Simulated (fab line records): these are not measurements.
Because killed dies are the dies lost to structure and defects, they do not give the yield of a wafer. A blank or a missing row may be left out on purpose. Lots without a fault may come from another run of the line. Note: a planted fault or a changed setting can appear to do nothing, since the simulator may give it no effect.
Which tool is to blame? || flow sky130 || 30 wafers from 10 lots sampled at 3 of the route's 708 steps

## WHAT EACH GAUGE READ, for each wafer
SKY_CONTACT_THK_MEAS_01. Usual: CONTACT_CVD_00_THK gives 74.9 nm (standard deviation 0.9).
{"lot": "L162", "measured": "day 30 05:43", "on": "film-metro-03", "CONTACT_CVD_00_THK (nm)": "74.1 75.0 75.1", "flag": ""}
{"lot": "L163", "measured": "day 30 22:56", "on": "film-metro-03", "CONTACT_CVD_00_THK (nm)": "74.4 74.1 75.9", "flag": ""}
{"lot": "L167", "measured": "day 32 04:51", "on": "film-metro-02", "CONTACT_CVD_00_THK (nm)": "73.4 73.9 75.2", "flag": ""}
{"lot": "L169", "measured": "day 32 22:33", "on": "film-metro-03", "CONTACT_CVD_00_THK (nm)": "61.8 63.1 75.4", "flag": "OFF"}
{"lot": "L172", "measured": "day 33 19:32", "on": "film-metro-02", "CONTACT_CVD_00_THK (nm)": "73.6 73.5 75.0", "flag": ""}
{"lot": "L173", "measured": "day 34 06:23", "on": "film-metro-01", "CONTACT_CVD_00_THK (nm)": "74.7 75.3 63.2", "flag": "OFF"}
{"lot": "L178", "measured": "day 35 16:56", "on": "film-metro-01", "CONTACT_CVD_00_THK (nm)": "74.9 74.3 74.9", "flag": ""}
{"lot": "L180", "measured": "day 36 02:11", "on": "film-metro-03", "CONTACT_CVD_00_THK (nm)": "73.8 74.7 74.9", "flag": ""}
{"lot": "L184", "measured": "day 37 15:32", "on": "film-metro-03", "CONTACT_CVD_00_THK (nm)": "74.3 73.8 75.1", "flag": ""}
{"lot": "L185", "measured": "day 38 02:07", "on": "film-metro-02", "CONTACT_CVD_00_THK (nm)": "75.3 73.4 76.6", "flag": ""}

## WHICH TOOL RAN EACH LOT (tool, then ch and the chambers of the sampled wafers, then the start)
{"lot": "L162", "SKY_LOCAL_INTERCONNECT_ETCH_13": "rie-metal-01 ch 0,1, day 30 04:59", "SKY_CONTACT_CVD_00": "pecvd-01 ch 0,2, day 30 05:41"}
{"lot": "L163", "SKY_LOCAL_INTERCONNECT_ETCH_13": "rie-metal-03 ch 1, day 30 22:04", "SKY_CONTACT_CVD_00": "pecvd-02 ch 0,1, day 30 22:54"}
{"lot": "L167", "SKY_LOCAL_INTERCONNECT_ETCH_13": "rie-metal-02 ch 0,1, day 32 04:07", "SKY_CONTACT_CVD_00": "pecvd-02 ch 1,2, day 32 04:49"}
{"lot": "L169", "SKY_LOCAL_INTERCONNECT_ETCH_13": "rie-metal-01 ch 0,1, day 32 21:46", "SKY_CONTACT_CVD_00": "pecvd-02 ch 0,1, day 32 22:31"}
{"lot": "L172", "SKY_LOCAL_INTERCONNECT_ETCH_13": "rie-metal-03 ch 0,1, day 33 18:46", "SKY_CONTACT_CVD_00": "pecvd-04 ch 0,1, day 33 19:30"}
{"lot": "L173", "SKY_LOCAL_INTERCONNECT_ETCH_13": "rie-metal-02 ch 0,1, day 34 05:38", "SKY_CONTACT_CVD_00": "pecvd-02 ch 0,1, day 34 06:20"}
{"lot": "L178", "SKY_LOCAL_INTERCONNECT_ETCH_13": "rie-metal-03 ch 0,1, day 35 16:10", "SKY_CONTACT_CVD_00": "pecvd-04 ch 0,2, day 35 16:53"}
{"lot": "L180", "SKY_LOCAL_INTERCONNECT_ETCH_13": "rie-metal-03 ch 0, day 36 01:13", "SKY_CONTACT_CVD_00": "pecvd-04 ch 0, day 36 02:05"}
{"lot": "L184", "SKY_LOCAL_INTERCONNECT_ETCH_13": "rie-metal-03 ch 0,1, day 37 14:43", "SKY_CONTACT_CVD_00": "pecvd-02 ch 0,1,2, day 37 15:29"}
{"lot": "L185", "SKY_LOCAL_INTERCONNECT_ETCH_13": "rie-metal-01 ch 0,1, day 38 01:17", "SKY_CONTACT_CVD_00": "pecvd-04 ch 0,1, day 38 02:05"}
- SKY_LOCAL_INTERCONNECT_ETCH_13: etches BARC in N2/H2, stops on SiO2, time 45.9 s, target depth 60 nm.
- SKY_CONTACT_CVD_00: deposits Si3N4, target thk 75 nm.

## AS READ BY THE TOOLS THEMSELVES (means over the sampled wafers that have a number; for cases with no such wafer, the mark the record gives instead)
SKY_LOCAL_INTERCONNECT_ETCH_13. Usual: bias-w 100.01 W, standard deviation 0.29; drypump-motor-current-A 5.5 A, standard deviation 0.35; h2-flow-sccm 200.0 sccm, standard deviation 0.65; oes-product-au 0.855 a.u., standard deviation 0.0043; throttle-valve-pct 13.225 %, standard deviation 0.0087.
{"lot": "L162", "tool": "rie-metal-01", "bias-w (W)": 99.94, "drypump-motor-current-A (A)": 5.7, "h2-flow-sccm (sccm)": 200.7, "oes-product-au (a.u.)": 0.853, "throttle-valve-pct (%)": 13.225, "flag": ""}
{"lot": "L163", "tool": "rie-metal-03", "bias-w (W)": 99.50, "drypump-motor-current-A (A)": 5.7, "h2-flow-sccm (sccm)": 200.4, "oes-product-au (a.u.)": 0.850, "throttle-valve-pct (%)": 13.225, "flag": ""}
{"lot": "L167", "tool": "rie-metal-02", "bias-w (W)": 100.17, "drypump-motor-current-A (A)": 5.5, "h2-flow-sccm (sccm)": 200.0, "oes-product-au (a.u.)": 0.855, "throttle-valve-pct (%)": 13.231, "flag": ""}
{"lot": "L169", "tool": "rie-metal-01", "bias-w (W)": 99.73, "drypump-motor-current-A (A)": 5.7, "h2-flow-sccm (sccm)": 200.7, "oes-product-au (a.u.)": 0.858, "throttle-valve-pct (%)": 13.234, "flag": ""}
{"lot": "L172", "tool": "rie-metal-03", "bias-w (W)": 99.96, "drypump-motor-current-A (A)": 5.7, "h2-flow-sccm (sccm)": 200.2, "oes-product-au (a.u.)": 0.857, "throttle-valve-pct (%)": 13.224, "flag": ""}
{"lot": "L173", "tool": "rie-metal-02", "bias-w (W)": 100.10, "drypump-motor-current-A (A)": 5.7, "h2-flow-sccm (sccm)": 199.7, "oes-product-au (a.u.)": 0.853, "throttle-valve-pct (%)": 13.227, "flag": ""}
{"lot": "L178", "tool": "rie-metal-03", "bias-w (W)": 100.19, "drypump-motor-current-A (A)": 5.6, "h2-flow-sccm (sccm)": 199.7, "oes-product-au (a.u.)": 0.853, "throttle-valve-pct (%)": 13.226, "flag": ""}
{"lot": "L180", "tool": "rie-metal-03", "bias-w (W)": 99.78, "drypump-motor-current-A (A)": 5.4, "h2-flow-sccm (sccm)": 200.6, "oes-product-au (a.u.)": 0.858, "throttle-valve-pct (%)": 13.221, "flag": ""}
{"lot": "L184", "tool": "rie-metal-03", "bias-w (W)": 100.08, "drypump-motor-current-A (A)": 5.6, "h2-flow-sccm (sccm)": 199.7, "oes-product-au (a.u.)": 0.855, "throttle-valve-pct (%)": 13.220, "flag": ""}
{"lot": "L185", "tool": "rie-metal-01", "bias-w (W)": 99.89, "drypump-motor-current-A (A)": 5.3, "h2-flow-sccm (sccm)": 200.0, "oes-product-au (a.u.)": 0.852, "throttle-valve-pct (%)": 13.229, "flag": ""}

SKY_CONTACT_CVD_00. Usual: heater-power-w 719 W, standard deviation 94.
{"lot": "L162", "tool": "pecvd-01", "heater-power-w (W)": 845, "flag": ""}
{"lot": "L163", "tool": "pecvd-02", "heater-power-w (W)": 706, "flag": ""}
{"lot": "L167", "tool": "pecvd-02", "heater-power-w (W)": 766, "flag": ""}
{"lot": "L169", "tool": "pecvd-02", "heater-power-w (W)": 788, "flag": ""}
{"lot": "L172", "tool": "pecvd-04", "heater-power-w (W)": 606, "flag": ""}
{"lot": "L173", "tool": "pecvd-02", "heater-power-w (W)": 720, "flag": ""}
{"lot": "L178", "tool": "pecvd-04", "heater-power-w (W)": 712, "flag": ""}
{"lot": "L180", "tool": "pecvd-04", "heater-power-w (W)": 748, "flag": ""}
{"lot": "L184", "tool": "pecvd-02", "heater-power-w (W)": 708, "flag": ""}
{"lot": "L185", "tool": "pecvd-04", "heater-power-w (W)": 610, "flag": ""}

## THE ANSWER, worked out from the rows above alone
Rule: a lot is off if the mean of its wafers that have a number lies more than 3 standard deviations from the usual mean. A lot without any number at a reading at which 4 lots or more have one is off too. Where the step has rows for the other lots, those lots are counted as sound. First the gauges in route order, then the tools' own readings, where a lot's mean is used as printed above. The first step at which some lot is off is used, and at that step the reading that is off furthest; a lot without a number counts as furthest.
Off: at SKY_CONTACT_THK_MEAS_01 (CONTACT_CVD_00_THK), L169, L173.
If a tool, at a process step before that reading, ran all the lots that are off and no sound lot after the first of them, it fits. Those tools and the gauges at SKY_CONTACT_THK_MEAS_01 are tried in the same way. No candidate that was tried fits.

## WHAT WAS PUT IN BY THE SIMULATOR
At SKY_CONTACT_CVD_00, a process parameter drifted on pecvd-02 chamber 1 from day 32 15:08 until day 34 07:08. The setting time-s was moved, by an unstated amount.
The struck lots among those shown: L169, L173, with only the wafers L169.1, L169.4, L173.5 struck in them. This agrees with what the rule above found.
